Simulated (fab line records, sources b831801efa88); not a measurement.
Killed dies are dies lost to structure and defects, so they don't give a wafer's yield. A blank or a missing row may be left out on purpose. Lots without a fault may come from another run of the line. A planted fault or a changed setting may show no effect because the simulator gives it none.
fab line records | flow sky130
record lots=6 wafers=18 last_day=51
route steps=708 shown VIA4@651 METAL5@661 PAD_OPEN@708
lots that met no fault: from a run of the same line without faults
start_h: hours from the record's first day to the start of the lot's first wafer shown | wait_h: hours since the lot's step before | " the same as in the row above | L1.1+2: a row that stands for several wafers | - no value, or no start given | * or withheld: withheld | < > ~ a bound
route shown NAME@n: a module of which the file shows steps, and the number in the route of the first | usual: mean/standard deviation of fault-free wafers | same: alike in all rows | chamber/n: place in a boat | sites: the reading at each site | _std_site: their standard deviation | _edge_site: outer sites' mean less inner sites' | radius_mm: how far each site lies from the wafer's centre | mask NAME#n: copy n | behind: the tool/chamber that last shaped the wafer | hold: why the lot was held/for how many hours/how that ended | device: the transistor (n, p or np) that didn't switch | end of line: the same wafers' tests at the end of the route | a step without rows: its recipe alone | killed: dies lost to structure and defects at the first sort, not the wafer's yield | map: a wafer's dies, x killed, . not, _ none there
set.NAME: the setting as run; set.NAME@STEP: as run at that earlier step | model.NAME: the simulator's own value behind a step, which no gauge read
lots at some steps of the route; a table a step, a row a wafer
services: from which hour (start_h, from the record's first day; less than 0 if before it) a tool's chamber was out of use, for how many hours, and why
## steps
# step SKY_VIA4_ETCH_12
# recipe target=SiO2 chemistry=C4F8/O2/Ar stop_on=TiN mask_material=NOVOLAK source_w=1500 bias_w=1200 pressure_mtorr=40 c4f8_flow_sccm=withheld O2_flow_sccm=6 Ar_flow_sccm=300 time_s=withheld target_depth_a=5800
# step SKY_VIA4_STRIP_13
# recipe chemistry=O2/N2 power_w=1400 pressure_mtorr=1500 platen_temp_c=withheld o2_flow_sccm=3000 n2_flow_sccm=300 overash_fraction=0.5
# step SKY_VIA4_STRIP_14
# recipe chemistry=post_etch_residue_remover time_s=1200 temp_c=72.5
# step SKY_VIA4_CLEAN_15
# recipe chemistry=IPA time_s=180 temp_c=25
# step SKY_VIA4_CLEAN_16
# recipe chemistry=O3/DIW dry=n2_spin
# step SKY_VIA4_SPUTTER_17
# recipe material=TiN target_thk_nm=20 chamber_pressure_pa=5 power_w=4000 time_s=80
# step SKY_VIA4_CVD_18
# recipe material=W target_thk_nm=505 time_s=152.14 temp_c=400 pressure_torr=40
# usual heater_power_w=814/31
# columns lot.wafer tool chamber start_h wait_h heater_power_w
L380.3 cvd_w-02 0 1060.93 0.1 805
L380.4 " 1 " " 789
L380.5 " 0 " " 808
L384.1 cvd_w-01 1 1079.15 0.0 853
L384.3 " 0 " " 823
L384.5 " 0 " " 824
L391.1 cvd_w-02 1 1138.87 0.0 760
L391.4 " 0 " " 802
L391.5 " 0 " " 802
L392.4 cvd_w-02 1 1140.76 0.1 762
L392.5 " 0 " " 782
L392.6 " 1 " " 785
L394.2 cvd_w-02 0 1156.95 0.0 792
L394.5 " 0 " " 807
L394.6 " 1 " " 769
L398.2 cvd_w-02 0 1166.14 0.0 801
L398.3 " 0 " " 806
L398.5 " 1 " " 778
# step SKY_VIA4_RS_MEAS_19
# recipe thk_meas_gauge=four-point-probe reads=W_of_VIA4_CVD_18+TiN_of_VIA4_SPUTTER_17
# usual VIA4_W_RS=0.225/0.0032
# columns lot.wafer tool chamber start_h wait_h VIA4_W_RS[ohm/sq]
L380.3 film_metro-01 - 1061.07 0.1 0.222
L380.4 " - " " 0.220
L380.5 " - " " 0.223
L384.1 film_metro-02 - 1079.30 0.1 0.229
L384.3 " - " " 0.228
L384.5 " - " " 0.227
L391.1 film_metro-02 - 1139.02 0.1 0.223
L391.4 " - " " 0.224
L391.5 " - " " 0.226
L392.4 film_metro-02 - 1141.01 0.2 0.217
L392.5 " - " " 0.225
L392.6 " - " " 0.222
L394.2 film_metro-03 - 1157.12 0.1 0.228
L394.5 " - " " 0.226
L394.6 " - " " 0.224
L398.2 film_metro-03 - 1166.31 0.1 0.223
L398.3 " - " " 0.223
L398.5 " - " " 0.219
# step SKY_VIA4_THK_MEAS_20
# recipe thk_meas_gauge=xrf reads=W_of_VIA4_CVD_18
# usual VIA4_W_THK=501/7.9
# columns lot.wafer tool chamber start_h wait_h VIA4_W_THK[nm]
L380.3 film_metro-01 - 1061.17 0.1 506
L380.4 " - " " 506
L380.5 " - " " 505
L384.1 film_metro-02 - 1079.42 0.1 490
L384.3 " - " " 491
L384.5 " - " " 493
L391.1 film_metro-02 - 1139.14 0.1 503
L391.4 " - " " 503
L391.5 " - " " 497
L392.4 film_metro-02 - 1141.10 0.1 518
L392.5 " - " " 501
L392.6 " - " " 507
L394.2 film_metro-03 - 1157.23 0.1 496
L394.5 " - " " 498
L394.6 " - " " 506
L398.2 film_metro-03 - 1166.42 0.1 510
L398.3 " - " " 506
L398.5 " - " " 513
# step SKY_VIA4_CMP_21
# recipe stop_on=SiO2 t_overpolish_s=25 down_force_psi=3.5 platen_rpm=60 target_thk_nm=0 pad_velocity_m_s=0.94248
# step SKY_METAL5_SPUTTER_00
# recipe material=Ti target_thk_nm=15 power_w=3000 time_s=10 chamber_pressure_pa=0.4
# usual chamber_pressure_pa=0.4000/0.00077 throttle_valve_pct=29.6/0.74
# columns lot.wafer tool chamber start_h wait_h chamber_pressure_pa throttle_valve_pct
L380.3 pvd_sputter-01 - 1061.51 0.1 0.3992 28.8
L380.4 " - " " 0.3999 30.7
L380.5 " - " " 0.4004 28.8
L384.1 pvd_sputter-04 - 1079.78 0.2 0.3989 31.3
L384.3 " - " " 0.4005 28.7
L384.5 " - " " 0.3992 29.7
L391.1 pvd_sputter-02 - 1139.67 0.1 0.3992 30.3
L391.4 " - " " 0.4008 29.5
L391.5 " - " " 0.4004 29.5
L392.4 pvd_sputter-04 - 1141.43 0.1 0.4009 30.2
L392.5 " - " " 0.4006 28.6
L392.6 " - " " 0.4004 29.9
L394.2 pvd_sputter-04 - 1157.58 0.1 0.3988 31.3
L394.5 " - " " 0.4009 28.7
L394.6 " - " " 0.3989 30.6
L398.2 pvd_sputter-01 - 1166.77 0.1 0.4002 28.9
L398.3 " - " " 0.4002 29.9
L398.5 " - " " 0.4005 28.7
# step SKY_METAL5_SPUTTER_01
# recipe material=TiN target_thk_nm=20 power_w=6500 time_s=16.7 chamber_pressure_pa=0.4
# usual chamber_pressure_pa=0.4000/0.00069 throttle_valve_pct=29.6/0.77
# columns lot.wafer tool chamber start_h wait_h chamber_pressure_pa throttle_valve_pct
L380.3 pvd_sputter-01 - 1061.53 0.0 0.3987 28.6
L380.4 " - " " 0.4002 30.6
L380.5 " - " " 0.4003 28.7
L384.1 pvd_sputter-04 - 1079.81 0.0 0.3999 31.2
L384.3 " - " " 0.3998 28.5
L384.5 " - " " 0.3987 29.9
L391.1 pvd_sputter-02 - 1139.69 0.0 0.3994 30.1
L391.4 " - " " 0.4003 29.2
L391.5 " - " " 0.3999 29.3
L392.4 pvd_sputter-04 - 1141.45 0.0 0.3996 30.4
L392.5 " - " " 0.4005 28.7
L392.6 " - " " 0.3995 29.5
L394.2 pvd_sputter-04 - 1157.60 0.0 0.3988 31.3
L394.5 " - " " 0.4000 28.5
L394.6 " - " " 0.4002 30.7
L398.2 pvd_sputter-01 - 1166.79 0.0 0.3991 28.8
L398.3 " - " " 0.3996 30.0
L398.5 " - " " 0.3988 28.9
# step SKY_METAL5_SPUTTER_02
# recipe material=AlCu target_thk_nm=1150 power_w=10600 time_s=61.2 chamber_pressure_pa=0.4
# usual chamber_pressure_pa=0.4000/0.00084 throttle_valve_pct=29.6/0.77
# columns lot.wafer tool chamber start_h wait_h chamber_pressure_pa throttle_valve_pct model.AlCu_of_METAL5_SPUTTER_02.thk_nm
L380.3 pvd_sputter-01 - 1061.56 0.0 0.4007 28.7 1143
L380.4 " - " " 0.4009 30.7 1141
L380.5 " - " " 0.4006 28.7 1149
L384.1 pvd_sputter-04 - 1079.83 0.0 0.3988 31.2 1141
L384.3 " - " " 0.3989 28.4 1143
L384.5 " - " " 0.3996 29.7 1141
L391.1 pvd_sputter-02 - 1139.72 0.0 0.3978 30.5 1135
L391.4 " - " " 0.4012 29.6 1159
L391.5 " - " " 0.4015 29.5 1156
L392.4 pvd_sputter-04 - 1141.48 0.0 0.4003 30.5 1214
L392.5 " - " " 0.4004 28.7 1212
L392.6 " - " " 0.3997 30.0 1204
L394.2 pvd_sputter-04 - 1157.63 0.0 0.4008 31.5 1183
L394.5 " - " " 0.4003 28.8 1196
L394.6 " - " " 0.3984 30.5 1181
L398.2 pvd_sputter-01 - 1166.82 0.0 0.3993 28.8 1150
L398.3 " - " " 0.3998 30.1 1145
L398.5 " - " " 0.3999 28.5 1136
# step SKY_METAL5_SPUTTER_03
# recipe material=Ti target_thk_nm=5 power_w=3000 time_s=3.3 chamber_pressure_pa=0.4
# usual chamber_pressure_pa=0.4000/0.00075 throttle_valve_pct=29.6/0.77
# columns lot.wafer tool chamber start_h wait_h chamber_pressure_pa throttle_valve_pct
L380.3 pvd_sputter-01 - 1061.61 0.0 0.3997 28.9
L380.4 " - " " 0.3989 30.9
L380.5 " - " " 0.4011 28.9
L384.1 pvd_sputter-04 - 1079.88 0.0 0.3996 31.4
L384.3 " - " " 0.4003 28.8
L384.5 " - " " 0.3993 29.5
L391.1 pvd_sputter-02 - 1139.77 0.0 0.4007 30.4
L391.4 " - " " 0.3996 29.2
L391.5 " - " " 0.3997 29.4
L392.4 pvd_sputter-04 - 1141.53 0.0 0.4000 30.4
L392.5 " - " " 0.3999 28.5
L392.6 " - " " 0.3999 29.9
L394.2 pvd_sputter-04 - 1157.68 0.0 0.4003 31.2
L394.5 " - " " 0.4010 28.6
L394.6 " - " " 0.3993 30.5
L398.2 pvd_sputter-01 - 1166.87 0.0 0.3996 28.6
L398.3 " - " " 0.4007 30.0
L398.5 " - " " 0.3992 28.8
# step SKY_METAL5_SPUTTER_04
# recipe material=TiN target_thk_nm=70 power_w=6500 time_s=58.3 chamber_pressure_pa=0.4
# usual chamber_pressure_pa=0.3998/0.0008 throttle_valve_pct=29.7/0.77
# columns lot.wafer tool chamber start_h wait_h chamber_pressure_pa throttle_valve_pct
L380.3 pvd_sputter-01 - 1061.63 0.0 0.4004 28.8
L380.4 " - " " 0.3991 30.8
L380.5 " - " " 0.3981 28.7
L384.1 pvd_sputter-04 - 1079.90 0.0 0.3987 31.1
L384.3 " - " " 0.3995 28.6
L384.5 " - " " 0.4002 29.9
L391.1 pvd_sputter-02 - 1139.79 0.0 0.3999 30.4
L391.4 " - " " 0.3996 29.5
L391.5 " - " " 0.4002 29.4
L392.4 pvd_sputter-04 - 1141.54 0.0 0.4002 30.5
L392.5 " - " " 0.4001 28.6
L392.6 " - " " 0.3987 30.1
L394.2 pvd_sputter-04 - 1157.70 0.0 0.3981 31.3
L394.5 " - " " 0.4003 28.9
L394.6 " - " " 0.4001 30.5
L398.2 pvd_sputter-01 - 1166.89 0.0 0.3995 28.9
L398.3 " - " " 0.4006 30.2
L398.5 " - " " 0.4010 28.9
# step SKY_METAL5_RS_MEAS_05
# recipe thk_meas_gauge=four-point-probe reads=TiN_of_METAL5_SPUTTER_04+Ti_of_METAL5_SPUTTER_03+AlCu_of_METAL5_SPUTTER_02+TiN_of_METAL5_SPUTTER_01+Ti_of_METAL5_SPUTTER_00
# usual METAL5_ALCU_RS=0.02714/0.00025
# columns lot.wafer tool chamber start_h wait_h METAL5_ALCU_RS[ohm/sq]
L380.3 film_metro-01 - 1061.71 0.1 0.02721
L380.4 " - " " 0.02717
L380.5 " - " " 0.02705
L384.1 film_metro-04 - 1079.95 0.0 0.02725
L384.3 " - " " 0.02721
L384.5 " - " " 0.02728
L391.1 film_metro-03 - 1139.84 0.0 0.02741
L391.4 " - " " 0.02685
L391.5 " - " " 0.02692
L392.4 film_metro-04 - 1141.65 0.1 0.02567
L392.5 " - " " 0.02564
L392.6 " - " " 0.02582
L394.2 film_metro-03 - 1157.77 0.0 0.02629
L394.5 " - " " 0.02605
L394.6 " - " " 0.02635
L398.2 film_metro-01 - 1166.96 0.0 0.02703
L398.3 " - " " 0.02719
L398.5 " - " " 0.02738
# step SKY_METAL5_THK_MEAS_06
# recipe thk_meas_gauge=xrf reads=AlCu_of_METAL5_SPUTTER_02
# usual METAL5_ALCU_THK=1162/17
# columns lot.wafer tool chamber start_h wait_h METAL5_ALCU_THK[nm]
L380.3 film_metro-01 - 1061.81 0.1 1168
L380.4 " - " " 1168
L380.5 " - " " 1171
L384.1 film_metro-04 - 1080.07 0.1 1163
L384.3 " - " " 1176
L384.5 " - " " 1171
L391.1 film_metro-03 - 1139.96 0.1 1141
L391.4 " - " " 1163
L391.5 " - " " 1160
L392.4 film_metro-04 - 1141.74 0.1 1240
L392.5 " - " " 1252
L392.6 " - " " 1236
L394.2 film_metro-03 - 1157.88 0.1 1188
L394.5 " - " " 1203
L394.6 " - " " 1183
L398.2 film_metro-01 - 1167.07 0.1 1164
L398.3 " - " " 1155
L398.5 " - " " 1135
# step SKY_METAL5_DEHYDRATE_07
# recipe temp_c=200 time_s=60
# step SKY_PAD_OPEN_PROBE_99
# usual defect_limited_yield=82.4/1.8 killed_at_M0_to_M3=43/6.6 killed_at_M4_up=3.1/1.9 killed_at_contacts=24/5.2 killed_at_front_end=16/4.5 killed_at_other=0.4/0.62 killed_dies=87/9 killed_open=48/7 killed_short=39/6.2 sort_bin_3_pad_short=0.9/0.44 sort_bin_5_function=10.3/1.3 sort_bin_6_memory=6.5/1.1 sort_n_pass=405/9 sort_yield_pct=82.4/1.8
# same gross_dies=492 killed_at_back_side=0 sort_bin_4_leakage[%]=0 sort_bin_8_speed[%]=0
# columns lot.wafer tool chamber start_h wait_h defect_limited_yield[%] killed_at_M0_to_M3 killed_at_M4_up killed_at_contacts killed_at_front_end killed_at_other killed_dies killed_open killed_short sort_bin_3_pad_short[%] sort_bin_5_function[%] sort_bin_6_memory[%] sort_n_pass sort_yield_pct[%] model.etest.met5.rs_ohm_sq model.etest.met5.line_ohm_um
L380.3 prober-01 - 1129.44 0.2 80.1 49 3 32 14 0 98 58 40 0.8 12.0 7.1 394 80.1 0.02745 0.01717
L380.4 prober-01 - 1129.49 0.2 81.9 42 1 36 10 0 89 51 38 1.2 10.0 6.9 403 81.9 0.02722 0.01707
L380.5 prober-01 - 1129.54 0.2 81.1 47 2 22 21 1 93 50 43 1.8 10.0 7.1 399 81.1 0.02725 0.01704
L384.1 prober-02 - 1146.52 0.1 81.7 49 2 22 16 1 90 42 47 0.8 12.0 5.5 402 81.7 0.02738 0.01717
L384.3 prober-02 - 1146.62 0.2 79.7 52 3 28 16 1 100 52 48 1.4 10.8 8.1 392 79.7 0.02761 0.01728
L384.5 prober-02 - 1146.72 0.2 83.5 41 2 19 19 0 81 44 37 0.6 9.8 6.1 411 83.5 0.0276 0.01718
L391.1 prober-01 - 1196.56 0.1 84.8 39 0 19 17 0 75 47 27 0.4 8.7 6.1 417 84.8 0.02762 0.0171
L391.4 prober-01 - 1196.71 0.2 81.7 41 3 27 19 0 90 51 39 0.8 9.8 7.7 402 81.7 0.02726 0.01698
L391.5 prober-01 - 1196.76 0.2 81.9 42 2 35 10 0 89 49 40 0.6 11.0 6.5 403 81.9 0.0268 0.01675
L392.4 prober-02 - 1198.21 0.2 83.3 34 1 30 17 0 82 44 38 1.2 10.0 5.5 410 83.3 0.02583 0.01629
L392.5 prober-02 - 1198.26 0.2 84.3 37 1 21 18 0 77 45 32 0.4 9.1 6.1 415 84.3 0.02581 0.01617
L392.6 prober-02 - 1198.31 0.2 83.3 35 3 33 10 1 82 42 40 1.0 8.5 7.1 410 83.3 0.02568 0.01615
L394.2 prober-02 - 1213.21 0.1 82.9 50 1 21 11 1 84 47 37 1.2 10.6 5.3 408 82.9 0.02669 0.01673
L394.5 prober-02 - 1213.36 0.2 83.7 55 3 14 8 0 80 51 29 0 10.8 5.5 412 83.7 0.02605 0.01629
L394.6 prober-02 - 1213.41 0.2 83.7 49 5 19 7 0 80 36 44 1.2 9.3 5.7 412 83.7 0.02637 0.01639
L398.2 prober-01 - 1219.16 0.1 84.6 38 2 18 18 0 76 44 31 0.6 9.1 5.7 416 84.6 0.02721 0.01705
L398.3 prober-01 - 1219.21 0.2 79.5 53 3 27 18 0 101 52 49 1.6 10.8 8.1 391 79.5 0.02729 0.01709
L398.5 prober-01 - 1219.31 0.2 82.9 41 6 19 18 0 84 37 47 0.8 10.2 6.1 408 82.9 0.02715 0.01701
# killed by level:class
L380.3 CONTACT:geometric_particle:open=14 VIA1:geometric_particle:open=9 LI_CONTACT:geometric_particle:open=8 VIA2:geometric_particle:open=8 VIA1:geometric_particle:short=7 FIELD_ISO:geometric_particle:short=5 VIA3:geometric_particle:open=5 LOCAL_INTERCONNECT:geometric_particle:short=5
L380.4 LI_CONTACT:geometric_particle:open=12 CONTACT:geometric_particle:open=8 VIA1:geometric_particle:open=8 LOCAL_INTERCONNECT:geometric_particle:open=6 CONTACT:geometric_particle:short=6 VIA2:geometric_particle:short=6 METAL1:geometric_particle:short=5 VIA1:geometric_particle:short=5
L380.5 VIA1:geometric_particle:open=11 VIA2:geometric_particle:open=10 LI_CONTACT:geometric_particle:open=7 CONTACT:geometric_particle:open=6 VIA1:geometric_particle:short=6 FIELD_ISO:geometric_particle:short=5 POLY_GATE:geometric_particle:open=4 CONTACT:geometric_particle:short=4
L384.1 VIA2:geometric_particle:open=11 CONTACT:geometric_particle:open=10 VIA1:geometric_particle:short=8 VIA1:geometric_particle:open=7 FIELD_ISO:geometric_particle:short=6 VIA2:geometric_particle:short=5 CONTACT:geometric_particle:short=5 POLY_GATE:geometric_particle:short=5
L384.3 VIA3:geometric_particle:open=11 CONTACT:geometric_particle:open=10 LI_CONTACT:geometric_particle:open=9 VIA1:geometric_particle:short=8 METAL2:geometric_particle:short=8 VIA2:geometric_particle:open=7 VIA1:geometric_particle:open=6 FIELD_ISO:geometric_particle:short=5
L384.5 CONTACT:geometric_particle:open=11 VIA3:geometric_particle:open=10 VIA1:geometric_particle:short=9 POLY_GATE:geometric_particle:short=7 VIA2:geometric_particle:open=7 FIELD_ISO:geometric_particle:short=6 VIA1:geometric_particle:open=6 METAL3:geometric_particle:short=4
L391.1 VIA1:geometric_particle:open=14 CONTACT:geometric_particle:open=9 VIA3:geometric_particle:open=6 POLY_GATE:geometric_particle:open=5 LI_CONTACT:geometric_particle:open=5 METAL1:geometric_particle:short=5 SPACER:geometric_particle:short=3 VIA2:geometric_particle:open=3
L391.4 VIA1:geometric_particle:open=12 CONTACT:geometric_particle:open=10 VIA1:geometric_particle:short=8 FIELD_ISO:geometric_particle:open=7 VIA3:geometric_particle:open=7 FIELD_ISO:geometric_particle:short=6 LI_CONTACT:geometric_particle:open=6 LOCAL_INTERCONNECT:geometric_particle:short=5
L391.5 VIA1:geometric_particle:open=15 CONTACT:geometric_particle:open=12 LOCAL_INTERCONNECT:geometric_particle:short=9 METAL1:geometric_particle:short=8 LI_CONTACT:geometric_particle:open=6 VIA3:geometric_particle:open=5 CONTACT:geometric_particle:short=4 VIA2:geometric_particle:open=4
L392.4 CONTACT:geometric_particle:open=14 VIA1:geometric_particle:open=7 LI_CONTACT:geometric_particle:open=6 METAL1:geometric_particle:short=6 VIA1:geometric_particle:short=6 FIELD_ISO:geometric_particle:short=5 VIA2:geometric_particle:open=5 CONTACT:geometric_particle:short=5
L392.5 VIA1:geometric_particle:open=12 LI_CONTACT:geometric_particle:open=8 VIA3:geometric_particle:open=5 POLY_GATE:geometric_particle:short=4 POLY_GATE:geometric_particle:open=4 SPACER:geometric_particle:open=4 LI_CONTACT:geometric_particle:short=4 CONTACT:geometric_particle:open=4
L392.6 LI_CONTACT:geometric_particle:open=10 CONTACT:geometric_particle:open=9 VIA2:geometric_particle:open=6 VIA1:geometric_particle:short=6 LOCAL_INTERCONNECT:geometric_particle:short=5 CONTACT:geometric_particle:short=5 VIA2:geometric_particle:short=5 VIA3:geometric_particle:short=5
L394.2 VIA1:geometric_particle:open=16 VIA1:geometric_particle:short=11 CONTACT:geometric_particle:open=10 POLY_GATE:geometric_particle:open=5 VIA3:geometric_particle:open=5 FIELD_ISO:geometric_particle:short=4 LI_CONTACT:geometric_particle:open=4 LI_CONTACT:geometric_particle:short=4
L394.5 VIA1:geometric_particle:open=15 VIA3:geometric_particle:open=9 CONTACT:geometric_particle:open=8 METAL2:geometric_particle:short=8 VIA2:geometric_particle:open=8 METAL1:geometric_particle:short=5 FIELD_ISO:geometric_particle:short=4 METAL2:geometric_particle:open=3
L394.6 VIA2:geometric_particle:open=7 VIA3:geometric_particle:open=7 CONTACT:geometric_particle:open=6 VIA1:geometric_particle:open=6 VIA1:geometric_particle:short=6 VIA3:geometric_particle:short=5 METAL1:geometric_particle:short=5 METAL2:geometric_particle:short=5
L398.2 VIA1:geometric_particle:open=11 LI_CONTACT:geometric_particle:open=9 VIA2:geometric_particle:open=8 FIELD_ISO:geometric_particle:short=5 POLY_GATE:geometric_particle:short=5 METAL2:geometric_particle:short=4 VIA1:geometric_particle:short=4 LOCAL_INTERCONNECT:geometric_particle:short=3
L398.3 CONTACT:geometric_particle:open=10 METAL2:geometric_particle:short=9 VIA1:geometric_particle:open=8 VIA3:geometric_particle:open=8 VIA3:geometric_particle:short=7 LI_CONTACT:geometric_particle:open=5 METAL1:geometric_particle:short=5 VIA2:geometric_particle:open=5
L398.5 CONTACT:geometric_particle:open=8 VIA2:geometric_particle:open=7 VIA1:geometric_particle:open=6 CONTACT:geometric_particle:short=6 METAL1:geometric_particle:short=6 VIA3:geometric_particle:open=6 POLY_GATE:geometric_particle:short=5 POLY_GATE:geometric_particle:open=5
## services
# columns tool chamber start_h hours kind
pvd_sputter-02 2 1044.40 - consumable_replace:kit
pvd_sputter-02 2 1044.40 18.0 scheduled_down
pvd_sputter-02 2 1044.40 18.0 vent_cycle
pvd_sputter-04 - 1063.61 5.6 repair
pvd_sputter-01 2 1087.77 - consumable_replace:kit
pvd_sputter-01 2 1087.77 18.0 scheduled_down
pvd_sputter-01 2 1087.77 18.0 vent_cycle
pvd_sputter-04 2 1150.96 - consumable_replace:kit
pvd_sputter-04 2 1150.96 18.0 scheduled_down
pvd_sputter-04 2 1150.96 18.0 vent_cycle
pvd_sputter-01 1 1152.00 - consumable_replace:kit
pvd_sputter-01 1 1152.00 18.0 scheduled_down
pvd_sputter-01 1 1152.00 18.0 vent_cycle
## key
first_sign step=SKY_METAL5_RS_MEAS_05 reading=METAL5_ALCU_RS direction=down sigmas=4.8 usual=0.02714 struck=0.02597
effect step=SKY_METAL5_THK_MEAS_06 reading=METAL5_ALCU_THK direction=up sigmas=3.3 usual=1162 struck=1217
model_effect step=SKY_METAL5_SPUTTER_02 value=AlCu_of_METAL5_SPUTTER_02.thk_nm without=1139 struck=1198
model_effect step=SKY_PAD_OPEN_PROBE_99 value=etest.met5.rs_ohm_sq without=0.02743 struck=0.02607
met_at SKY_METAL5_SPUTTER_02
struck_wafers L392.4,L392.5,L392.6,L394.2,L394.5,L394.6
onset_between 1079.83 1141.48
also_fits SKY_METAL5_SPUTTER_00:pvd_sputter-04,SKY_METAL5_SPUTTER_01:pvd_sputter-04,SKY_METAL5_SPUTTER_03:pvd_sputter-04,SKY_METAL5_SPUTTER_04:pvd_sputter-04
fault kind=process_parameter_drift tool=pvd_sputter-04 chamber=- onset_h=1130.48 steps=SKY_METAL5_SPUTTER_02 channel=target_thk_nm offset=59.063 shape=step end_h=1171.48 acts_in=these_recipes_only stated=1150
